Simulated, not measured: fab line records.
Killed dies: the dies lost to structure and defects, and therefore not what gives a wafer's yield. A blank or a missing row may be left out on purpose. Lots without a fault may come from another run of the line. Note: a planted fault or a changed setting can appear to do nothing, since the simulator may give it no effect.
Struck lot and sound lot, side by side | flow sky130 | 16 steps out of a route of 708
Sound: these wafers, L781.1, L781.3, L781.6. Wafers L787.1, L787.5, L787.6 were the ones struck. The cause is named last.
Per side, at each step with rows, come the tool, then ch with its chambers, and then its first start. Under that, the readings that differ: sound wafers | struck wafers | difference of the means | sigmas: that difference in standard deviations of wafers without a fault.
alike: same words and numbers on both sides, and readings whose means sit less than 2 such deviations apart. not compared: any withheld reading, any reading some wafer has no value for, any bound like >300 that may hide the same value, and any number with overlapping values for which the record gives no deviation.
The two part at a step that has a row with sigmas, a row that says differs or no value, or rows on one side only. Numbers that don't overlap but have no deviation are shown without sigmas and don't part them. A reading missing from all wafers of one side parts the sides only when that side holds two or more wafers.

SKY_SPACER_THK_MEAS_01:
  struck on film_metro-02, day 25 23:02; sound on film_metro-03, day 25 00:16
  alike: SPACER_CVD_00_THK
SKY_SPACER_ETCHBACK_02: etches Si3N4 in CH3F/O2, stops on SiO2, time 46.7 s, target depth 45 nm.
  sound on rie_diel-04 ch 1,2,3, day 25 00:20; struck on rie_diel-04 ch 0,1,2, day 25 23:06
  alike: drypump_motor_current_A, oes_product_au, throttle_valve_pct
  not compared: rf_hours_counter_h
then, 8 steps without rows for these wafers: SKY_POLY_CUT_DEHYDRATE_00 (time 60 s); SKY_POLY_CUT_HMDS_01 (prime time 60 s); SKY_POLY_CUT_COAT_02 (resist thk 60 nm); SKY_POLY_CUT_COAT_03 (resist thk 450 nm); SKY_POLY_CUT_SOFTBAKE_04 (time 90 s); SKY_POLY_CUT_EXPOSE_05 (exposes mask NPCM, target cd 270 nm); SKY_POLY_CUT_PEB_06; SKY_POLY_CUT_DEVELOP_07 (develop time 60 s).
SKY_POLY_CUT_CD_MEAS_08 targets a cd of 270 nm.
  struck on cd_sem-01, day 27 03:38; sound on cd_sem-01, day 26 04:56
  reading    | sound             | struck            | difference | sigmas
  cd_nm (nm) | 273.6 273.2 272.2 | 269.5 269.0 270.6 | -3.3       | -2
SKY_POLY_CUT_OVL_MEAS_09:
  struck on overlay-01, day 27 03:45; sound on overlay-01, day 26 05:03
  alike: POLY_CUT_OVL
SKY_POLY_CUT_ETCH_10: etches BARC in N2/H2, stops on SiO2, time 45.9 s, target depth 60 nm.
  sound on rie_diel-03 ch 1,2,3, day 26 05:05; struck on rie_diel-03 ch 0,1,3, day 27 03:47
  no value came back on the struck wafers for any of 5 readings (bias_w (W), chamber_pressure_mTorr (mTorr) and others); on the sound wafers bias_w (W) reads 99.9 99.1 99.8
  reading                                         | sound             | struck            | difference | sigmas
  model.KrF-thick_of_POLY_CUT_COAT_03.thk_nm (nm) | 409.1 409.8 409.4 | 436.8 434.6 434.6 | +25.9      |
  not compared: rf_hours_counter_h
SKY_POLY_CUT_ETCH_11: etches Si3N4 in CF4/CH2F2/Ar, stops on poly-Si, time 42.5 s, target depth 60 nm.
  sound on rie_diel-03 ch 1,2,3, day 26 05:08; struck on rie_diel-03 ch 0,1,3, day 27 03:49
  reading                | sound                | struck               | difference | sigmas
  oes_product_au (a.u.)  | 0.834 0.834 0.821    | 0.375 0.376 0.367    | -0.457     | -69
  throttle_valve_pct (%) | 15.002 15.007 14.996 | 14.955 14.960 14.939 | -0.050     | -5
  alike: bias_w, cf4_flow_sccm, drypump_motor_current_A
  not compared: rf_hours_counter_h
SKY_POLY_CUT_STRIP_12: strips in O2/N2.
  sound on plasma_asher-03 ch 0,1, day 26 05:10; struck on plasma_asher-03 ch 0,1, day 27 03:52
  reading                      | sound             | struck            | difference | sigmas
  oes_product_au (a.u.)        | 0.446 0.458 0.457 | 0.465 0.461 0.472 | +0.012     | +3
  strip_time_to_endpoint_s (s) | 5.361 5.372 5.369 | 5.642 5.593 5.606 | +0.246     | +14
  alike: drypump_motor_current_A
  not compared: rf_hours_counter_h
-- a jump in the record: the struck wafers' starts before and after are 21 days apart (it breaks off in module POLY_CUT and resumes in module PAD_OPEN, where the first step shown is number 708 of the route) --
SKY_PAD_OPEN_PROBE_99:
  struck on prober-02, day 47 18:24; sound on prober-02, day 47 01:01
  reading             | sound     | struck      | difference | sigmas
  killed_at_front_end | 15 21 14  | 422 420 414 | +402       | +98
  killed_dies         | 94 104 93 | 492 492 492 | +395       | +42
  killed_on_rim       | 23 20 21  | 96 96 96    | +75        | +20
  alike: killed_at_M0_to_M3, killed_at_M4_up, killed_at_contacts, killed_at_other, killed_open, killed_short

== WHERE THEY PART ==
First at SKY_POLY_CUT_CD_MEAS_08; last, within this record, at SKY_PAD_OPEN_PROBE_99.

WHY: what the simulator had put in
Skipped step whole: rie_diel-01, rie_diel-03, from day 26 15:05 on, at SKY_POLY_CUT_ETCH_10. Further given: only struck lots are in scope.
